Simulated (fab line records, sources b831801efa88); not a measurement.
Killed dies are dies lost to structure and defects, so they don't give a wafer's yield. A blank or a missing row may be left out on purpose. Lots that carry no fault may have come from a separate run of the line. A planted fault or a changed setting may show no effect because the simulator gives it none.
Which tool did it? || flow sky130 || 12 lots with 36 wafers sampled at 4 steps, on a route of 708 steps

== WHAT THE GAUGES SHOWED, per wafer ==
SKY_VIA4_BOW_MEAS_03. Usual: for VIA4_BOW the level is 81 um and the standard deviation is 9.6.
{"lot": "L384", "measured": "day 42 08:33", "on": "film_metro-01", "VIA4_BOW (um)": "71 70 86", "flag": ""}
{"lot": "L386", "measured": "day 43 01:07", "on": "film_metro-01", "VIA4_BOW (um)": "67 80 78", "flag": ""}
{"lot": "L385", "measured": "day 43 02:05", "on": "film_metro-04", "VIA4_BOW (um)": "82 69 84", "flag": ""}
{"lot": "L387", "measured": "day 43 10:13", "on": "film_metro-01", "VIA4_BOW (um)": "80 80 87", "flag": ""}
{"lot": "L388", "measured": "day 43 15:37", "on": "film_metro-01", "VIA4_BOW (um)": "91 86 82", "flag": ""}
{"lot": "L390", "measured": "day 44 01:58", "on": "film_metro-04", "VIA4_BOW (um)": "66 64 81", "flag": ""}
{"lot": "L393", "measured": "day 44 22:38", "on": "film_metro-04", "VIA4_BOW (um)": "81 80 84", "flag": ""}
{"lot": "L404", "measured": "day 48 01:17", "on": "film_metro-04", "VIA4_BOW (um)": "78 88 75", "flag": ""}
{"lot": "L405", "measured": "day 48 06:08", "on": "film_metro-03", "VIA4_BOW (um)": "82 82 80", "flag": ""}
{"lot": "L406", "measured": "day 48 13:27", "on": "film_metro-03", "VIA4_BOW (um)": "74 81 82", "flag": ""}

== EACH LOT AND THE TOOL THAT RAN IT (in order: tool; ch and the chambers of the sampled wafers; start) ==
{"lot": "L384", "SKY_METAL4_SPUTTER_03": "pvd_sputter-01, day 40 04:15", "SKY_METAL4_ETCH_17": "rie_diel-04 ch 0,1,2, day 42 07:11", "SKY_METAL4_STRIP_19": "plasma_asher-04 ch 0,1, day 42 07:24"}
{"lot": "L386", "SKY_METAL4_SPUTTER_03": "pvd_sputter-03, day 40 21:22", "SKY_METAL4_ETCH_17": "rie_diel-02 ch 0,2,3, day 42 23:34", "SKY_METAL4_STRIP_19": "plasma_asher-04 ch 0,1, day 42 23:56"}
{"lot": "L385", "SKY_METAL4_SPUTTER_03": "pvd_sputter-01, day 40 21:59", "SKY_METAL4_ETCH_17": "rie_diel-03 ch 0,1,2, day 43 00:35", "SKY_METAL4_STRIP_19": "plasma_asher-02 ch 1, day 43 00:57"}
{"lot": "L387", "SKY_METAL4_SPUTTER_03": "pvd_sputter-01, day 41 07:20", "SKY_METAL4_ETCH_17": "rie_diel-03 ch 1,2,3, day 43 08:32", "SKY_METAL4_STRIP_19": "plasma_asher-04 ch 0,1, day 43 08:56"}
{"lot": "L388", "SKY_METAL4_SPUTTER_03": "pvd_sputter-01, day 41 12:56", "SKY_METAL4_ETCH_17": "rie_diel-04 ch 0,2,3, day 43 14:16", "SKY_METAL4_STRIP_19": "plasma_asher-04 ch 0,1, day 43 14:28"}
{"lot": "L390", "SKY_METAL4_SPUTTER_03": "pvd_sputter-03, day 41 23:46", "SKY_METAL4_ETCH_17": "rie_diel-02 ch 0,2,3, day 44 00:25", "SKY_METAL4_STRIP_19": "plasma_asher-02 ch 0,1, day 44 00:39"}
{"lot": "L393", "SKY_METAL4_SPUTTER_03": "pvd_sputter-02, day 42 22:10", "SKY_METAL4_ETCH_17": "rie_diel-02 ch 0,2, day 44 21:07", "SKY_METAL4_STRIP_19": "plasma_asher-04 ch 0,1, day 44 21:29"}
{"lot": "L400", "SKY_METAL4_SPUTTER_03": "pvd_sputter-01, day 44 18:06", "SKY_METAL4_ETCH_17": "rie_diel-03 ch 0,1,3, day 46 13:07", "SKY_METAL4_STRIP_19": "plasma_asher-04 ch 0,1, day 46 13:19"}
{"lot": "L401", "SKY_METAL4_SPUTTER_03": "pvd_sputter-01, day 45 09:42", "SKY_METAL4_ETCH_17": "rie_diel-04 ch 0,2, day 47 04:11", "SKY_METAL4_STRIP_19": "plasma_asher-02 ch 0,1, day 47 04:23"}
{"lot": "L404", "SKY_METAL4_SPUTTER_03": "pvd_sputter-03, day 46 06:37", "SKY_METAL4_ETCH_17": "rie_diel-04 ch 2,3, day 47 23:56", "SKY_METAL4_STRIP_19": "plasma_asher-04 ch 0, day 48 00:08"}
{"lot": "L405", "SKY_METAL4_SPUTTER_03": "pvd_sputter-01, day 46 11:46", "SKY_METAL4_ETCH_17": "rie_diel-04 ch 0,1,3, day 48 04:28", "SKY_METAL4_STRIP_19": "plasma_asher-02 ch 1, day 48 04:40"}
{"lot": "L406", "SKY_METAL4_SPUTTER_03": "pvd_sputter-02, day 46 19:37", "SKY_METAL4_ETCH_17": "rie_diel-03 ch 0,2,3, day 48 12:07", "SKY_METAL4_STRIP_19": "plasma_asher-02 ch 0,1, day 48 12:19"}
- SKY_METAL4_SPUTTER_03: material Ti, target thk 5 nm, time 3.3 s.
- SKY_METAL4_ETCH_17: etches SiO2 in C4F8/O2/Ar, stops on TiN, time 3.9 s, target depth 15 nm.
- SKY_METAL4_STRIP_19: strips in O2/N2.

== WHAT THE TOOLS THEMSELVES READ (means of the sampled wafers that have a number; where no wafer has one, the mark that the record gives instead) ==
SKY_METAL4_SPUTTER_03. Usual: throttle_valve_pct 30.0 %, standard deviation 0.88.
{"lot": "L384", "tool": "pvd_sputter-01", "throttle_valve_pct (%)": 29.6, "flag": ""}
{"lot": "L386", "tool": "pvd_sputter-03", "throttle_valve_pct (%)": 30.0, "flag": ""}
{"lot": "L385", "tool": "pvd_sputter-01", "throttle_valve_pct (%)": 30.1, "flag": ""}
{"lot": "L387", "tool": "pvd_sputter-01", "throttle_valve_pct (%)": 30.1, "flag": ""}
{"lot": "L388", "tool": "pvd_sputter-01", "throttle_valve_pct (%)": 30.0, "flag": ""}
{"lot": "L390", "tool": "pvd_sputter-03", "throttle_valve_pct (%)": 30.1, "flag": ""}
{"lot": "L393", "tool": "pvd_sputter-02", "throttle_valve_pct (%)": 29.4, "flag": ""}
{"lot": "L400", "tool": "pvd_sputter-01", "throttle_valve_pct (%)": 30.1, "flag": ""}
{"lot": "L401", "tool": "pvd_sputter-01", "throttle_valve_pct (%)": 30.2, "flag": ""}
{"lot": "L404", "tool": "pvd_sputter-03", "throttle_valve_pct (%)": 29.9, "flag": ""}
{"lot": "L405", "tool": "pvd_sputter-01", "throttle_valve_pct (%)": 30.1, "flag": ""}
{"lot": "L406", "tool": "pvd_sputter-02", "throttle_valve_pct (%)": 29.6, "flag": ""}

SKY_METAL4_ETCH_17. Usual: oes_product_au 0.754 a.u., standard deviation 0.0066; rf_fwd_power_W 1472 W, standard deviation 8.4.
{"lot": "L384", "tool": "rie_diel-04", "oes_product_au (a.u.)": 0.763, "rf_fwd_power_W (W)": 1468, "flag": ""}
{"lot": "L386", "tool": "rie_diel-02", "oes_product_au (a.u.)": 0.755, "rf_fwd_power_W (W)": 1474, "flag": ""}
{"lot": "L385", "tool": "rie_diel-03", "oes_product_au (a.u.)": 0.756, "rf_fwd_power_W (W)": 1475, "flag": ""}
{"lot": "L387", "tool": "rie_diel-03", "oes_product_au (a.u.)": 0.753, "rf_fwd_power_W (W)": 1472, "flag": ""}
{"lot": "L388", "tool": "rie_diel-04", "oes_product_au (a.u.)": 0.754, "rf_fwd_power_W (W)": 1476, "flag": ""}
{"lot": "L390", "tool": "rie_diel-02", "oes_product_au (a.u.)": 0.758, "rf_fwd_power_W (W)": 1474, "flag": ""}
{"lot": "L393", "tool": "rie_diel-02", "oes_product_au (a.u.)": 0.754, "rf_fwd_power_W (W)": 1475, "flag": ""}
{"lot": "L400", "tool": "rie_diel-03", "oes_product_au (a.u.)": 0.757, "rf_fwd_power_W (W)": 1480, "flag": ""}
{"lot": "L401", "tool": "rie_diel-04", "oes_product_au (a.u.)": 0.748, "rf_fwd_power_W (W)": 1476, "flag": ""}
{"lot": "L404", "tool": "rie_diel-04", "oes_product_au (a.u.)": 0.758, "rf_fwd_power_W (W)": 1481, "flag": ""}
{"lot": "L405", "tool": "rie_diel-04", "oes_product_au (a.u.)": 0.749, "rf_fwd_power_W (W)": 1468, "flag": ""}
{"lot": "L406", "tool": "rie_diel-03", "oes_product_au (a.u.)": 0.751, "rf_fwd_power_W (W)": 1471, "flag": ""}

SKY_METAL4_STRIP_19. Usual: chamber_pressure_mTorr 1499.8 mTorr, standard deviation 1.4; drypump_motor_current_A 5.95 A, standard deviation 0.28; oes_product_au 0.500 a.u., standard deviation 0.0054; strip_time_to_endpoint_s 6.48 s, standard deviation 0.064.
{"lot": "L384", "tool": "plasma_asher-04", "chamber_pressure_mTorr (mTorr)": 1498.7, "drypump_motor_current_A (A)": 5.73, "oes_product_au (a.u.)": 0.498, "strip_time_to_endpoint_s (s)": 6.51, "flag": ""}
{"lot": "L386", "tool": "plasma_asher-04", "chamber_pressure_mTorr (mTorr)": 1501.3, "drypump_motor_current_A (A)": 5.76, "oes_product_au (a.u.)": 0.503, "strip_time_to_endpoint_s (s)": 6.49, "flag": ""}
{"lot": "L385", "tool": "plasma_asher-02", "chamber_pressure_mTorr (mTorr)": 1499.3, "drypump_motor_current_A (A)": 6.28, "oes_product_au (a.u.)": 0.501, "strip_time_to_endpoint_s (s)": 6.49, "flag": ""}
{"lot": "L387", "tool": "plasma_asher-04", "chamber_pressure_mTorr (mTorr)": 1499.0, "drypump_motor_current_A (A)": 5.76, "oes_product_au (a.u.)": 0.499, "strip_time_to_endpoint_s (s)": 6.48, "flag": ""}
{"lot": "L388", "tool": "plasma_asher-04", "chamber_pressure_mTorr (mTorr)": 1499.2, "drypump_motor_current_A (A)": 5.91, "oes_product_au (a.u.)": 0.498, "strip_time_to_endpoint_s (s)": 6.44, "flag": ""}
{"lot": "L390", "tool": "plasma_asher-02", "chamber_pressure_mTorr (mTorr)": 1500.8, "drypump_motor_current_A (A)": 5.98, "oes_product_au (a.u.)": 0.502, "strip_time_to_endpoint_s (s)": 6.54, "flag": ""}
{"lot": "L393", "tool": "plasma_asher-04", "chamber_pressure_mTorr (mTorr)": 1500.4, "drypump_motor_current_A (A)": 5.74, "oes_product_au (a.u.)": 0.502, "strip_time_to_endpoint_s (s)": 6.55, "flag": ""}
{"lot": "L400", "tool": "plasma_asher-04", "chamber_pressure_mTorr (mTorr)": "-", "drypump_motor_current_A (A)": "-", "oes_product_au (a.u.)": "-", "strip_time_to_endpoint_s (s)": "-", "flag": "OFF"}
{"lot": "L401", "tool": "plasma_asher-02", "chamber_pressure_mTorr (mTorr)": "-", "drypump_motor_current_A (A)": "-", "oes_product_au (a.u.)": "-", "strip_time_to_endpoint_s (s)": "-", "flag": "OFF"}
{"lot": "L404", "tool": "plasma_asher-04", "chamber_pressure_mTorr (mTorr)": 1499.3, "drypump_motor_current_A (A)": 5.54, "oes_product_au (a.u.)": 0.500, "strip_time_to_endpoint_s (s)": 6.50, "flag": ""}
{"lot": "L405", "tool": "plasma_asher-02", "chamber_pressure_mTorr (mTorr)": 1500.1, "drypump_motor_current_A (A)": 6.28, "oes_product_au (a.u.)": 0.498, "strip_time_to_endpoint_s (s)": 6.46, "flag": ""}
{"lot": "L406", "tool": "plasma_asher-02", "chamber_pressure_mTorr (mTorr)": 1499.7, "drypump_motor_current_A (A)": 6.04, "oes_product_au (a.u.)": 0.502, "strip_time_to_endpoint_s (s)": 6.51, "flag": ""}

== THE ANSWER, worked out from the rows above alone ==
Rule: take the mean of a lot's wafers that have a number; if it is more than 3 standard deviations from the usual mean, the lot is off. Also off: a lot with no number at a reading for which 4 or more lots have one. Where the step has rows for the other lots, those lots are counted as sound. Order of review: gauges by route order, followed by the tools' own readings, for which a lot's mean as printed above is used. The first step at which some lot is off is used, and at that step the reading that is off furthest; a lot without a number counts as furthest.
Off: L400, L401, at SKY_METAL4_STRIP_19 (chamber_pressure_mTorr). Without a number there: L400, L401.
If a tool, at that step or one of the process steps before it, ran each lot that is off and ran no sound lot following the first of them, it fits. Not one of the candidates tried fits.

== WHAT HAD BEEN PUT IN BY THE SIMULATOR ==
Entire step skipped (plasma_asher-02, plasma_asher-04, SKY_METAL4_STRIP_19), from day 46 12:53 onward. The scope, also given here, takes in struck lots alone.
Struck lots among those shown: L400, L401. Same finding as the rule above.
